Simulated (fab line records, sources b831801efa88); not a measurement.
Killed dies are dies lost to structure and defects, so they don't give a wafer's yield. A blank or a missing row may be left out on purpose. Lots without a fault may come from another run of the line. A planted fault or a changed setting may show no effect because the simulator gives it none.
fab line records | flow sky130
record lots=12 wafers=36 last_day=50
route steps=708 shown CAPM@551 METAL3@565 VIA3@585 VIA4@641 PAD_OPEN@708
lots that met no fault: from a run of the same line without faults
start_h: hours from the record's first day to the start of the lot's first wafer shown | wait_h: hours since the lot's step before | " the same as in the row above | L1.1+2: a row that stands for several wafers | - no value, or no start given | * or withheld: withheld | < > ~ a bound
route shown NAME@n: a module of which the file shows steps, and the number in the route of the first | usual: mean/standard deviation of fault-free wafers | same: alike in all rows | chamber/n: place in a boat | sites: the reading at each site | _std_site: their standard deviation | _edge_site: outer sites' mean less inner sites' | radius_mm: how far each site lies from the wafer's centre | mask NAME#n: copy n | behind: the tool/chamber that last shaped the wafer | hold: why the lot was held/for how many hours/how that ended | device: the transistor (n, p or np) that didn't switch | end of line: the same wafers' tests at the end of the route | a step without rows: its recipe alone | killed: dies lost to structure and defects at the first sort, not the wafer's yield | map: a wafer's dies, x killed, . not, _ none there
set.NAME: the setting as run; set.NAME@STEP: as run at that earlier step | model.NAME: the simulator's own value behind a step, which no gauge read
steps of the route over a sample of lots; a table a step, a row a wafer
services: from which hour (start_h, from the record's first day; less than 0 if before it) a tool's chamber was out of use, for how many hours, and why
## steps
# step SKY_CAPM_STRIP_14
# recipe chemistry=O2/N2 power_w=1400 pressure_mtorr=1500 platen_temp_c=withheld o2_flow_sccm=3000 n2_flow_sccm=300 overash_fraction=0.5
# usual drypump_motor_current_A=5.7/0.47 oes_product_au=0.710/0.0043 strip_time_to_endpoint_s=12.64/0.044
# columns lot.wafer tool chamber start_h wait_h drypump_motor_current_A oes_product_au rf_hours_counter_h strip_time_to_endpoint_s
L207.1 plasma_asher-02 1 868.78 0.1 5.8 0.709 16 12.60
L207.4 " 1 " " 5.8 0.712 - 12.59
L207.5 " 1 " " 5.8 0.706 - 12.58
L208.1 plasma_asher-02 1 875.21 0.1 5.8 0.715 17 12.72
L208.4 " 0 " " 6.2 0.708 - 12.73
L208.5 " 0 " " 6.2 0.715 - 12.64
L210.1 plasma_asher-02 1 897.54 0.1 5.8 0.707 20 12.69
L210.2 " 0 " " 6.2 0.707 20 12.66
L210.3 " 1 " " 5.8 0.707 - 12.67
L211.2 plasma_asher-02 1 905.75 0.1 5.8 0.705 21 12.66
L211.5 " 1 " " 5.8 0.710 - 12.64
L211.6 " 0 " " 6.2 0.708 - 12.68
L219.1 plasma_asher-01 1 960.01 0.1 5.5 0.716 50 12.65
L219.4 " 1 " " 5.5 0.706 - 12.63
L219.6 " 1 " " 5.5 0.719 - 12.58
L224.1 plasma_asher-02 0 990.06 0.1 6.2 0.709 28 12.63
L224.2 " 1 " " 5.8 0.708 28 12.66
L224.4 " 1 " " 5.8 0.714 - 12.67
L225.1 plasma_asher-04 0 1000.48 0.1 6.3 0.706 109 12.68
L225.4 " 0 " " 6.3 0.702 - 12.61
L225.6 " 1 " " 5.4 0.710 - 12.62
L226.2 plasma_asher-01 1 1006.08 0.1 5.5 0.715 55 12.58
L226.3 " 1 " " 5.5 0.712 - 12.64
L226.6 " 1 " " 5.5 0.711 - 12.59
L227.1 plasma_asher-01 1 1015.06 0.1 5.5 0.709 56 12.63
L227.2 " 0 " " 5.0 0.710 56 12.71
L227.3 " 1 " " 5.5 0.710 - 12.63
L228.1 plasma_asher-04 0 1019.96 0.1 6.4 0.706 111 12.58
L228.4 " 1 " " 5.4 0.710 - 12.66
L228.5 " 0 " " 6.3 0.712 - 12.57
L229.2 plasma_asher-02 1 1026.53 0.1 5.8 0.706 32 12.68
L229.3 " 1 " " 5.8 0.706 - 12.68
L229.4 " 0 " " 6.2 0.703 - 12.71
L230.1 plasma_asher-02 0 1027.91 0.1 6.2 0.719 32 12.69
L230.3 " 1 " " 5.8 0.712 - 12.66
L230.4 " 0 " " 6.2 0.712 - 12.69
# step SKY_METAL3_DESCUM_15
# recipe chemistry=O2 source_power_w=150 bias_power_w=0 pressure_mtorr=10 temp_c=40 time_s=8
# usual drypump_motor_current_A=5.5/0.43 oes_product_au=0.999/0.0077
# columns lot.wafer tool chamber start_h wait_h drypump_motor_current_A oes_product_au rf_hours_counter_h
L207.1 rie_metal-01 1 894.85 0.0 5.3 1.003 14
L207.4 " 1 " " 5.3 1.003 -
L207.5 " 0 " " 4.9 0.998 -
L208.1 rie_metal-04 1 900.40 0.0 5.7 0.992 5
L208.4 " 1 " " 5.7 0.991 -
L208.5 " 0 " " 5.1 0.992 -
L210.1 rie_metal-04 1 923.27 0.0 5.7 0.987 6
L210.2 " 0 " " 5.1 0.998 12
L210.3 " 0 " " 5.1 1.005 -
L211.2 rie_metal-01 1 930.66 0.0 5.4 0.999 16
L211.5 " 1 " " 5.3 1.006 -
L211.6 " 0 " " 4.9 1.006 -
L219.1 rie_metal-04 0 984.86 0.0 5.1 0.992 16
L219.4 " 1 " " 5.7 0.986 -
L219.6 " 0 " " 5.1 0.982 -
L224.1 rie_metal-01 0 1014.81 0.0 4.9 1.001 17
L224.2 " 1 " " 5.3 1.005 20
L224.4 " 0 " " 4.9 0.999 -
L225.1 rie_metal-01 1 1024.35 0.0 5.3 1.000 20
L225.4 " 1 " " 5.3 1.010 -
L225.6 " 1 " " 5.4 1.008 -
L226.2 rie_metal-02 1 1030.20 0.0 5.8 1.004 13
L226.3 " 1 " " 5.8 1.001 -
L226.6 " 0 " " 6.2 1.014 -
L227.1 rie_metal-04 1 1038.97 0.0 5.7 0.998 13
L227.2 " 0 " " 5.1 0.980 18
L227.3 " 0 " " 5.1 0.991 -
L228.1 rie_metal-04 1 1042.76 0.0 5.7 0.990 13
L228.4 " 0 " " 5.1 0.996 -
L228.5 " 0 " " 5.1 0.991 -
L229.2 rie_metal-04 1 1049.81 0.0 5.7 0.996 14
L229.3 " 0 " " 5.1 0.988 -
L229.4 " 1 " " 5.7 0.998 -
L230.1 rie_metal-02 0 1051.11 0.0 6.2 1.001 20
L230.3 " 0 " " 6.2 1.001 -
L230.4 " 1 " " 5.7 1.004 -
# step SKY_VIA3_CD_MEAS_12
# recipe target_cd_nm=200
# usual cd_nm=200.3/1.6
# columns lot.wafer tool chamber start_h wait_h cd_nm
L207.1 cd_sem-01 - 921.21 - 199.4
L207.4 " - " " 200.4
L207.5 " - " " 200.1
L208.1 cd_sem-01 - 926.81 - 198.3
L208.4 " - " " 197.6
L208.5 " - " " 196.9
L210.1 cd_sem-02 - 948.86 - 200.0
L210.2 " - " " 200.6
L210.3 " - " " 200.4
L211.2 cd_sem-01 - 956.63 - 200.2
L211.5 " - " " 202.5
L211.6 " - " " 202.1
L219.1 cd_sem-01 - 1010.41 - 199.7
L219.4 " - " " 201.7
L219.6 " - " " 198.7
L224.1 cd_sem-01 - 1039.16 - 200.5
L224.2 " - " " 201.7
L224.4 " - " " 201.1
L225.1 cd_sem-02 - 1048.30 - 200.3
L225.4 " - " " 199.2
L225.6 " - " " 200.4
L226.2 cd_sem-01 - 1054.23 - 202.5
L226.3 " - " " 200.3
L226.6 " - " " 203.1
L227.1 cd_sem-02 - 1061.96 - 197.4
L227.2 " - " " 197.3
L227.3 " - " " 197.3
L228.1 cd_sem-02 - 1066.21 - 198.8
L228.4 " - " " 198.6
L228.5 " - " " 198.6
L229.2 cd_sem-01 - 1073.28 - 202.4
L229.3 " - " " 201.8
L229.4 " - " " 201.3
L230.1 cd_sem-02 - 1074.50 - 201.4
L230.3 " - " " 201.2
L230.4 " - " " 200.8
# step SKY_VIA4_CMP_02
# recipe material=SiO2 down_force_psi=4 platen_rpm=60 pad_velocity_m_s=0.94248
# usual motor_current_A=11.3/1 retaining_ring_pressure_frac=1.000/0.0054
# columns lot.wafer tool chamber start_h wait_h motor_current_A retaining_ring_pressure_frac
L207.1 cmp-01 1 973.58 0.1 9.8 1.007
L207.4 " 3 " " 11.9 0.995
L207.5 " 1 " " 9.8 1.000
L208.4 cmp-02 3 979.46 0.1 11.7 0.996
L208.1 " 0 " " 11.3 1.009
L208.5 " 1 " " 11.5 0.998
L210.1 cmp-01 2 1001.32 0.2 11.2 1.000
L210.3 " 0 " " 12.8 0.998
L210.2 " 1 " " 10.6 1.004
L211.2 cmp-02 0 1008.68 0.1 11.2 0.995
L211.6 " 2 " " 9.7 0.997
L211.5 " 3 " " 11.7 0.993
L219.4 cmp-02 3 1059.43 0.1 11.7 0.991
L219.1 " 2 " " 10.1 1.002
L219.6 " 0 " " 11.2 1.004
L224.4 cmp-01 1 1086.18 0.1 9.6 1.007
L224.1 " 2 " " 11.6 0.996
L224.2 " 3 " " 11.7 0.994
L225.4 cmp-02 3 1093.96 0.0 12.5 0.992
L225.1 " 1 " " 11.1 1.004
L225.6 " 3 " " 11.6 0.991
L226.3 cmp-01 1 1099.04 0.0 9.9 1.005
L226.2 " 2 " " 10.7 1.001
L226.6 " 2 " " 10.9 1.011
L227.1 cmp-02 0 1106.69 0.1 11.2 1.008
L227.2 " 1 " " 11.0 1.005
L227.3 " 3 " " 12.2 1.002
L228.4 cmp-02 1 1111.59 0.1 11.2 0.998
L228.1 " 3 " " 12.0 1.000
L228.5 " 1 " " 11.4 1.001
L229.3 cmp-02 2 1117.68 0.1 10.1 1.002
L229.4 " 3 " " 12.7 1.003
L229.2 " 0 " " 11.7 1.003
L230.3 cmp-01 3 1119.68 0.3 12.5 0.996
L230.1 " 1 " " 10.1 0.995
L230.4 " 2 " " 11.2 0.994
# step SKY_PAD_OPEN_PROBE_99
# usual defect_limited_yield=82.6/1.9 killed_at_M0_to_M3=43/6.9 killed_at_M4_up=3.2/2 killed_at_contacts=25/5.1 killed_at_front_end=15/4.5 killed_at_other=0.2/0.51 killed_dies=85/9.5 killed_open=48/6.9 killed_short=38/6.7 sort_bin_3_pad_short=0.8/0.4 sort_bin_5_function=10.2/1.6 sort_bin_6_memory=6.4/1.1 sort_n_pass=407/9.5 sort_yield_pct=82.6/1.9
# same gross_dies=492 killed_at_back_side=0 sort_bin_4_leakage[%]=0 sort_bin_8_speed[%]=0
# columns lot.wafer tool chamber start_h wait_h defect_limited_yield[%] killed_at_M0_to_M3 killed_at_M4_up killed_at_contacts killed_at_front_end killed_at_other killed_dies killed_open killed_short sort_bin_3_pad_short[%] sort_bin_5_function[%] sort_bin_6_memory[%] sort_n_pass sort_yield_pct[%]
L210.1 prober-01 - 1093.95 0.1 75.2 35 5 20 5 57 122 38 27 3.0 15.2 6.5 370 75.2
L210.2 prober-01 - 1094.00 0.1 79.7 41 3 31 25 0 100 50 50 0.8 13.2 6.3 392 79.7
L210.3 prober-01 - 1094.05 0.2 74.0 29 3 30 16 50 128 47 31 3.0 18.5 4.5 364 74.0
L211.2 prober-02 - 1100.33 0.1 71.3 39 4 33 11 54 141 45 42 3.3 19.9 5.5 351 71.3
L211.5 prober-02 - 1100.48 0.2 72.6 41 4 24 10 56 135 48 31 2.2 16.9 8.3 357 72.6
L211.6 prober-02 - 1100.53 0.2 83.1 43 2 25 13 0 83 49 34 0.2 9.8 6.9 409 83.1
# killed by level:class
L210.1 CAPM:unspecified=57 VIA1:geometric_particle:open=11 CONTACT:geometric_particle:open=6 LI_CONTACT:geometric_particle:open=5 VIA2:geometric_particle:open=5 CONTACT:geometric_particle:short=4 METAL2:geometric_particle:short=4 VIA3:geometric_particle:open=4
L210.2 CONTACT:geometric_particle:open=12 METAL2:geometric_particle:short=9 POLY_GATE:geometric_particle:open=8 METAL1:geometric_particle:short=7 POLY_GATE:geometric_particle:short=7 VIA3:geometric_particle:open=6 VIA1:geometric_particle:open=6 FIELD_ISO:geometric_particle:short=5
L210.3 CAPM:unspecified=50 CONTACT:geometric_particle:open=12 LI_CONTACT:geometric_particle:open=8 VIA3:geometric_particle:open=8 FIELD_ISO:geometric_particle:open=5 METAL1:geometric_particle:short=5 VIA1:geometric_particle:open=5 FIELD_ISO:geometric_particle:short=4
L211.2 CAPM:unspecified=54 CONTACT:geometric_particle:open=10 CONTACT:geometric_particle:short=8 VIA3:geometric_particle:open=8 VIA2:geometric_particle:open=7 METAL1:geometric_particle:short=6 LI_CONTACT:geometric_particle:open=5 FIELD_ISO:geometric_particle:open=4
L211.5 CAPM:unspecified=56 VIA1:geometric_particle:open=13 CONTACT:geometric_particle:open=8 VIA3:geometric_particle:open=8 LI_CONTACT:geometric_particle:open=6 LOCAL_INTERCONNECT:geometric_particle:short=5 VIA1:geometric_particle:short=4 METAL4:geometric_particle:short=4
L211.6 VIA1:geometric_particle:open=8 VIA3:geometric_particle:open=8 CONTACT:geometric_particle:open=7 LI_CONTACT:geometric_particle:open=6 CONTACT:geometric_particle:short=6 METAL2:geometric_particle:open=5 FIELD_ISO:geometric_particle:short=4 METAL1:geometric_particle:short=4
## services
# columns tool chamber start_h hours kind
cmp-01 - 848.31 5.1 repair
plasma_asher-02 - 849.75 0.4 repair
cmp-02 - 853.48 6.2 pm
plasma_asher-01 - 866.85 5.1 repair
plasma_asher-02 - 888.90 4.2 repair
cmp-01 - 910.76 5.2 pm
plasma_asher-01 - 913.97 2.1 repair
cmp-01 - 915.96 4.0 pm
plasma_asher-02 - 916.39 10.0 pm
cmp-01 - 917.77 2.2 repair
cmp-02 - 945.85 0.9 repair
cmp-02 - 966.06 0.7 repair
cmp-02 - 992.66 11.0 pm
cmp-02 - 1013.85 0.6 repair
cmp-01 - 1016.67 0.7 repair
rie_metal-04 1 1017.20 1.5 repair
cmp-01 - 1035.62 0.4 repair
plasma_asher-01 - 1037.59 4.2 repair
plasma_asher-02 - 1044.17 3.9 repair
cmp-01 - 1055.95 1.0 repair
cmp-01 - 1060.53 0.9 repair
cmp-02 - 1084.28 4.0 pm
cmp-01 - 1105.02 0.9 repair
cmp-02 - 1118.43 3.7 pm
## key
first_sign step=SKY_PAD_OPEN_PROBE_99 reading=killed_at_other direction=up sigmas=54 usual=0.2 struck=54.2
effect step=SKY_PAD_OPEN_PROBE_99 reading=sort_bin_3_pad_short direction=up sigmas=5.3 usual=0.8 struck=2.9
met_at SKY_CAPM_STRIP_14
struck_lots L210,L211
struck_wafers L210.1,L210.3,L211.2,L211.5
not_acting_at SKY_METAL3_DESCUM_15,SKY_VIA3_CD_MEAS_12,SKY_VIA4_CMP_02
onset_between 875.21 897.54
fault kind=chamber_particle_source tool=plasma_asher-02 chamber=1 onset_h=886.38 steps=SKY_CAPM_STRIP_14 rate_per_visit_cm2=0.82976 end_h=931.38
